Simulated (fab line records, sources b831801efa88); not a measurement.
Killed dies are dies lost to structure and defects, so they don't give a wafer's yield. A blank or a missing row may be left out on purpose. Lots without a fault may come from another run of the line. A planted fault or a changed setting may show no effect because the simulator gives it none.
Which tool did it? | flow gf180mcu | 14 lots, 42 wafers sampled, at 4 steps of a route of 602

WHAT THE GAUGES READ, wafer by wafer
GF_M2_CD_MEAS_14: target cd 280 nm. Usual: cd_nm 279.8 nm, standard deviation 1.1.
lot  | measured     | on        | cd_nm (nm)        | flag
L259 | day 19 20:16 | cd_sem-02 | 278.7 279.0 279.0 |
L262 | day 20 11:22 | cd_sem-01 | 278.4 279.3 278.8 |
L264 | day 21 14:32 | cd_sem-01 | 278.9 279.7 278.7 |
L266 | day 22 02:41 | cd_sem-02 | 281.0 281.2 280.8 |
L267 | day 22 06:05 | cd_sem-02 | 278.4 279.7 277.9 |
L268 | day 22 17:58 | cd_sem-02 | 280.4 279.0 279.5 |
L269 | day 23 12:00 | cd_sem-02 | 279.4 279.7 278.8 |
L270 | day 23 18:52 | cd_sem-02 | 279.7 279.2 279.6 |
L271 | day 23 21:40 | cd_sem-01 | 278.5 278.3 279.4 |
L278 | day 26 03:50 | cd_sem-02 | 277.8 279.6 279.2 |
L279 | day 26 12:25 | cd_sem-01 | 278.3 278.9 278.6 |
L280 | day 26 17:20 | cd_sem-01 | 280.9 282.3 280.6 |
L281 | day 26 20:14 | cd_sem-02 | 281.3 281.5 281.5 |
L282 | day 27 04:22 | cd_sem-01 | 280.8 280.5 280.4 |

GF_V2_RS_MEAS_24: measures by four-point-probe. Usual: V2_W_RS 0.326 ohm/sq, standard deviation 0.0033.
lot  | measured     | on            | V2_W_RS (ohm/sq)                    | flag
L259 | day 21 00:05 | film_metro-01 | 0.322 0.328 0.322                   |
L262 | day 21 13:43 | film_metro-04 | 0.326 0.323 0.329                   |
L264 | day 22 16:21 | film_metro-04 | 0.333 0.332 0.326                   |
L266 | day 23 04:12 | film_metro-02 | 0.320 0.328 0.327                   |
L267 | day 23 06:49 | film_metro-02 | 0.328 0.326 0.329                   |
L268 | day 23 19:11 | film_metro-02 | 0.327 0.326 0.321                   |
L269 | day 24 13:10 | film_metro-04 | 0.574 0.581 0.566 0.573 0.580 0.566 | OFF
L270 | day 24 19:30 | film_metro-04 | 0.575 0.583 0.569 0.575 0.584 0.569 | OFF
L271 | day 24 22:46 | film_metro-04 | 0.579 0.568 0.572 0.580 0.566 0.573 | OFF
L278 | day 27 02:38 | film_metro-04 | 0.328 0.328 0.324                   |
L279 | day 27 10:58 | film_metro-02 | 0.330 0.326 0.331                   |
L280 | day 27 15:59 | film_metro-01 | 0.330 0.328 0.327                   |
L281 | day 27 18:45 | film_metro-04 | 0.325 0.325 0.329                   |
L282 | day 28 02:30 | film_metro-04 | 0.323 0.327 0.324                   |

WHICH TOOL RAN EACH LOT (tool, then ch and the chambers of the sampled wafers, then the start)
lot  | GF_V2_CMP_04                  | GF_V2_CVD_23
L259 | cmp-02 ch 1,2,3, day 19 22:11 | cvd_w-02 ch 0,1, day 20 23:58
L262 | cmp-02 ch 0,1,3, day 20 12:26 | cvd_w-01 ch 0,1, day 21 13:37
L264 | cmp-01 ch 1,2, day 21 15:38   | cvd_w-01 ch 0,1, day 22 16:14
L266 | cmp-01 ch 0,2, day 22 03:45   | cvd_w-01 ch 0,1, day 23 04:05
L267 | cmp-01 ch 1,2, day 22 07:08   | cvd_w-02 ch 0,1, day 23 06:41
L268 | cmp-02 ch 1,2, day 22 19:07   | cvd_w-02 ch 0,1, day 23 19:04
L269 | cmp-01 ch 2,3, day 23 13:09   | cvd_w-02 ch 0,1, day 24 13:02
L270 | cmp-01 ch 1,3, day 23 20:00   | cvd_w-02 ch 0,1, day 24 19:22
L271 | cmp-01 ch 1,2,3, day 23 23:02 | cvd_w-02 ch 1, day 24 22:39
L278 | cmp-01 ch 2,3, day 26 05:01   | cvd_w-02 ch 0,1, day 27 02:30
L279 | cmp-02 ch 1,2,3, day 26 13:31 | cvd_w-01 ch 0,1, day 27 10:51
L280 | cmp-01 ch 0,1,2, day 26 18:25 | cvd_w-02 ch 0,1, day 27 15:53
L281 | cmp-01 ch 0,2, day 26 21:20   | cvd_w-02 ch 0,1, day 27 18:38
L282 | cmp-02 ch 0,2, day 27 05:29   | cvd_w-02 ch 0,1, day 28 02:23
- GF_V2_CMP_04: polishes SiO2.
- GF_V2_CVD_23: deposits W, target thk 350 nm, time 104.94 s.

WHAT THE TOOLS THEMSELVES READ (means of the sampled wafers that have a number; where no wafer has one, the mark that the record gives instead)
GF_V2_CMP_04. Usual: motor_current_A 12.3 A, standard deviation 1.2; retaining_ring_pressure_frac 0.999, standard deviation 0.0048; time_to_endpoint_s 81 s, standard deviation 5.3.
lot  | tool   | motor_current_A (A) | retaining_ring_pressure_frac | time_to_endpoint_s (s) | flag
L259 | cmp-02 | 12.6                | 1.000                        | 79                     |
L262 | cmp-02 | 12.0                | 0.995                        | 77                     |
L264 | cmp-01 | 11.8                | 0.994                        | 82                     |
L266 | cmp-01 | 12.2                | 0.996                        | 79                     |
L267 | cmp-01 | 11.4                | 1.001                        | 82                     |
L268 | cmp-02 | 13.9                | 1.004                        | 78                     |
L269 | cmp-01 | 11.3                | 1.003                        | 91                     |
L270 | cmp-01 | 11.9                | 0.998                        | 86                     |
L271 | cmp-01 | 11.6                | 1.002                        | 84                     |
L278 | cmp-01 | 11.4                | 0.999                        | 83                     |
L279 | cmp-02 | 12.1                | 1.002                        | 82                     |
L280 | cmp-01 | 12.5                | 0.999                        | 85                     |
L281 | cmp-01 | 12.0                | 0.998                        | 87                     |
L282 | cmp-02 | 13.6                | 0.998                        | 80                     |

GF_V2_CVD_23. Usual: heater_power_outer_w 497 W, standard deviation 38; heater_power_w 782 W, standard deviation 35.
lot  | tool     | heater_power_outer_w (W) | heater_power_w (W) | flag
L259 | cvd_w-02 | 500                      | 781                |
L262 | cvd_w-01 | 487                      | 758                |
L264 | cvd_w-01 | 485                      | 749                |
L266 | cvd_w-01 | 485                      | 763                |
L267 | cvd_w-02 | 503                      | 788                |
L268 | cvd_w-02 | 508                      | 789                |
L269 | cvd_w-02 | 506                      | 782                |
L270 | cvd_w-02 | 489                      | 776                |
L271 | cvd_w-02 | 465                      | 762                |
L278 | cvd_w-02 | 489                      | 792                |
L279 | cvd_w-01 | 483                      | 778                |
L280 | cvd_w-02 | 483                      | 778                |
L281 | cvd_w-02 | 500                      | 798                |
L282 | cvd_w-02 | 498                      | 792                |

THE ANSWER, worked out from the rows above alone
Rule: a lot is off if the mean of its wafers that have a number lies more than 3 standard deviations from the usual mean. A lot without any number at a reading at which 4 lots or more have one is off too. The other lots that the step has rows for count as sound. The gauges are gone through in route order, then the tools' own readings, and for those a lot's mean is taken as printed above. The first step at which some lot is off is used, and at that step the reading that is off furthest; a lot without a number counts as furthest.
Off: L269, L270, L271, at GF_V2_RS_MEAS_24 (V2_W_RS).
A tool fits if, at a process step before that reading, it ran every lot that is off, and no sound lot after the first of them. The gauges at GF_V2_RS_MEAS_24 are tried like those tools. None of those tried fits.

WHAT THE SIMULATOR HAD PUT IN
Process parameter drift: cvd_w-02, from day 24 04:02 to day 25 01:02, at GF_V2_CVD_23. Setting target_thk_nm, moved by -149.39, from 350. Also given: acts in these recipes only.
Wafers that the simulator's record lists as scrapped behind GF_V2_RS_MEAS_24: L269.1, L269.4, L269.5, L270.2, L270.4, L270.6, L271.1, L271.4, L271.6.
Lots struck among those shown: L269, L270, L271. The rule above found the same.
